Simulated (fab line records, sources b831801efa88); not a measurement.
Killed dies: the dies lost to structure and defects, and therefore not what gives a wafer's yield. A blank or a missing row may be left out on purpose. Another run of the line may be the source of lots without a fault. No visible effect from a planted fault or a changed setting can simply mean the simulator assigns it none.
The tool behind it: which one? + flow gf180mcu + 42 wafers from 14 lots sampled at 5 of the route's 602 steps

== WHAT THE GAUGES SHOWED, per wafer ==
GF_MVSD_TW_MEAS_11. Usual: MVSD_TW gives 1573 (standard deviation 13).
| lot  | measured     | on            | MVSD_TW        | flag |
|------|--------------|---------------|----------------|------|
| L127 | day 4 16:50  | film_metro-03 | 1581 1581 1577 |      |
| L128 | day 4 21:02  | film_metro-01 | 1589 1586 1592 |      |
| L132 | day 5 21:02  | film_metro-03 | 1574 1558 1571 |      |
| L133 | day 6 04:03  | film_metro-03 | 1571 1575 1576 |      |
| L134 | day 6 08:07  | film_metro-02 | 1566 1562 1570 |      |
| L135 | day 6 13:00  | film_metro-02 | 1568 1569 1562 |      |
| L136 | day 6 22:19  | film_metro-02 | 1560 1566 1558 |      |
| L137 | day 7 02:30  | film_metro-01 | 1583 1598 1578 |      |
| L138 | day 7 06:26  | film_metro-01 | 1585 1581 1587 |      |
| L142 | day 8 07:39  | film_metro-01 | 1586 1587 1593 |      |
| L144 | day 8 17:54  | film_metro-01 | 1591 1579 1588 |      |
| L145 | day 9 01:52  | film_metro-03 | 1554 1564 1564 |      |
| L148 | day 9 17:56  | film_metro-01 | 1580 1581 1580 |      |
| L149 | day 10 00:08 | film_metro-02 | 1561 1559 1569 |      |

GF_VT_IMPLANT_TW_MEAS_32. Usual: VT_IMPLANT_3_TW gives 266.9 (standard deviation 1.7).
| lot  | measured     | on            | VT_IMPLANT_3_TW   | flag |
|------|--------------|---------------|-------------------|------|
| L127 | day 7 04:02  | film_metro-01 | 268.3 269.3 270.4 |      |
| L128 | day 7 07:47  | film_metro-04 | 266.7 266.8 266.3 |      |
| L132 | day 8 13:03  | film_metro-04 | 265.1 265.0 267.2 |      |
| L133 | day 8 19:38  | film_metro-04 | 267.2 266.3 266.0 |      |
| L134 | day 9 00:29  | film_metro-04 | 265.2 266.2 265.1 |      |
| L135 | day 9 06:33  | film_metro-03 | 326.3 327.2 327.0 | OFF  |
| L136 | day 9 15:15  | film_metro-04 | 327.3 327.4 328.3 | OFF  |
| L137 | day 9 19:57  | film_metro-04 | 266.3 267.2 265.9 |      |
| L138 | day 10 00:39 | film_metro-04 | 264.5 265.8 265.3 |      |
| L142 | day 11 02:46 | film_metro-04 | 265.1 268.5 267.1 |      |
| L144 | day 11 14:38 | film_metro-04 | 328.3 329.8 328.9 | OFF  |
| L145 | day 11 21:59 | film_metro-01 | 268.7 270.4 270.1 |      |
| L148 | day 12 15:14 | film_metro-04 | 267.7 267.9 267.5 |      |
| L149 | day 12 22:46 | film_metro-01 | 268.0 270.4 270.6 |      |

GF_VT_IMPLANT_RS_MEAS_46: the measuring method here is four-point-probe. Usual: MVSD_RS gives 456.6 ohm/sq (standard deviation 1.3).
| lot  | measured     | on            | MVSD_RS (ohm/sq)  | flag |
|------|--------------|---------------|-------------------|------|
| L127 | day 7 19:51  | film_metro-01 | 455.5 456.2 456.2 |      |
| L128 | day 7 23:47  | film_metro-02 | 457.6 458.0 457.1 |      |
| L132 | day 9 06:05  | film_metro-02 | 458.3 459.0 458.3 |      |
| L133 | day 9 12:40  | film_metro-01 | 455.5 454.1 456.2 |      |
| L134 | day 9 17:01  | film_metro-02 | 457.8 457.7 457.5 |      |
| L135 | day 9 22:33  | film_metro-02 | 456.6 455.4 457.7 |      |
| L136 | day 10 08:07 | film_metro-01 | 457.0 455.0 455.3 |      |
| L137 | day 10 13:07 | film_metro-02 | 456.6 455.4 457.3 |      |
| L138 | day 10 18:05 | film_metro-02 | 456.0 454.8 457.7 |      |
| L142 | day 11 20:20 | film_metro-01 | 453.5 452.9 452.8 |      |
| L144 | day 12 07:10 | film_metro-01 | 456.8 457.5 457.4 |      |
| L145 | day 12 15:14 | film_metro-01 | 456.9 456.8 458.2 |      |
| L148 | day 13 11:16 | film_metro-01 | 457.2 456.4 456.0 |      |
| L149 | day 13 19:01 | film_metro-02 | 456.1 457.1 456.2 |      |

== TOOL THAT RAN EACH LOT (tool first, then ch and the chambers of the sampled wafers, then the start) ==
| lot  | GF_LVPWELL_STRIP_10                 | GF_VT_IMPLANT_IMPLANT_30        |
|------|-------------------------------------|---------------------------------|
| L127 | plasma_asher-03 ch 0,1, day 4 03:15 | implanter-02 ch 0, day 7 03:47  |
| L128 | plasma_asher-03 ch 0,1, day 4 06:47 | implanter-01 ch 0, day 7 07:32  |
| L132 | plasma_asher-03 ch 0,1, day 5 05:59 | implanter-01 ch 0, day 8 12:48  |
| L133 | plasma_asher-03 ch 0,1, day 5 12:56 | implanter-01 ch 0, day 8 19:23  |
| L134 | plasma_asher-03 ch 0,1, day 5 17:27 | implanter-03 ch 0, day 9 00:16  |
| L135 | plasma_asher-03 ch 0,1, day 5 21:45 | implanter-01 ch 0, day 9 05:56  |
| L136 | plasma_asher-03 ch 0,1, day 6 06:59 | implanter-03 ch 0, day 9 14:41  |
| L137 | plasma_asher-02 ch 0,1, day 6 11:08 | implanter-02 ch 0, day 9 19:42  |
| L138 | plasma_asher-02 ch 0,1, day 6 15:04 | implanter-01 ch 0, day 10 00:26 |
| L142 | plasma_asher-02 ch 0,1, day 7 14:37 | implanter-01 ch 0, day 11 02:33 |
| L144 | plasma_asher-04 ch 0,1, day 8 01:46 | implanter-01 ch 0, day 11 14:07 |
| L145 | plasma_asher-02 ch 1, day 8 08:50   | implanter-03 ch 0, day 11 21:46 |
| L148 | plasma_asher-02 ch 0,1, day 9 01:37 | implanter-01 ch 0, day 12 14:59 |
| L149 | plasma_asher-04 ch 0,1, day 9 07:00 | implanter-01 ch 0, day 12 22:31 |
- GF_LVPWELL_STRIP_10: strips in O2/N2.
- GF_VT_IMPLANT_IMPLANT_30

== AS READ BY THE TOOLS THEMSELVES (means over the sampled wafers that have a number; for cases with no such wafer, the mark the record gives instead) ==
GF_LVPWELL_STRIP_10. Usual: drypump_motor_current_A 5.93 A, standard deviation 0.13; heater_power_w 338 W, standard deviation 34; n2_flow_sccm 299.9 sccm, standard deviation 0.95; oes_product_au 0.722 a.u., standard deviation 0.0047; strip_time_to_endpoint_s 36.99 s, standard deviation 0.11.
| lot  | tool            | drypump_motor_current_A (A) | heater_power_w (W) | n2_flow_sccm (sccm) | oes_product_au (a.u.) | strip_time_to_endpoint_s (s) | flag |
|------|-----------------|-----------------------------|--------------------|---------------------|-----------------------|------------------------------|------|
| L127 | plasma_asher-03 | 6.03                        | 345                | 299.5               | 0.721                 | 37.09                        |      |
| L128 | plasma_asher-03 | 6.04                        | 325                | 299.8               | 0.723                 | 37.10                        |      |
| L132 | plasma_asher-03 | 6.02                        | 332                | 298.6               | 0.723                 | 37.05                        |      |
| L133 | plasma_asher-03 | 6.02                        | 329                | 299.3               | 0.722                 | 37.10                        |      |
| L134 | plasma_asher-03 | 6.02                        | 335                | 300.1               | 0.727                 | 37.17                        |      |
| L135 | plasma_asher-03 | 6.03                        | 333                | 300.4               | 0.722                 | 36.90                        |      |
| L136 | plasma_asher-03 | 6.00                        | 340                | 300.4               | 0.726                 | 36.95                        |      |
| L137 | plasma_asher-02 | 5.91                        | 317                | 300.0               | 0.721                 | 36.99                        |      |
| L138 | plasma_asher-02 | 5.93                        | 318                | 299.1               | 0.718                 | 36.90                        |      |
| L142 | plasma_asher-02 | 5.90                        | 319                | 300.0               | 0.721                 | 37.09                        |      |
| L144 | plasma_asher-04 | 5.79                        | 349                | 299.7               | 0.726                 | 36.79                        |      |
| L145 | plasma_asher-02 | 5.91                        | 284                | 301.7               | 0.725                 | 36.92                        |      |
| L148 | plasma_asher-02 | 5.92                        | 310                | 298.7               | 0.725                 | 36.75                        |      |
| L149 | plasma_asher-04 | 5.71                        | 342                | 299.9               | 0.723                 | 37.05                        |      |

== THE ANSWER, worked out from the rows above alone ==
Rule: a lot counts as off when the mean over its wafers that have a number is more than 3 standard deviations away from the usual mean. Also off: a lot with no number at a reading for which 4 or more lots have one. The other lots that the step has rows for count as sound. The gauges are gone through in route order, then the tools' own readings, and for those a lot's mean is taken as printed above. At the first step where some lot is off, the reading lying furthest off is the one used; lots without a number count as furthest.
Off: L135, L136, L144, seen at GF_VT_IMPLANT_TW_MEAS_32 (VT_IMPLANT_3_TW).
A tool fits if, at a process step before that reading, it ran every lot that is off, and no sound lot after the first of them. Gauges at GF_VT_IMPLANT_TW_MEAS_32: tried the same way as those tools. Not one of the candidates tried fits.

== WHAT WAS PUT IN BY THE SIMULATOR ==
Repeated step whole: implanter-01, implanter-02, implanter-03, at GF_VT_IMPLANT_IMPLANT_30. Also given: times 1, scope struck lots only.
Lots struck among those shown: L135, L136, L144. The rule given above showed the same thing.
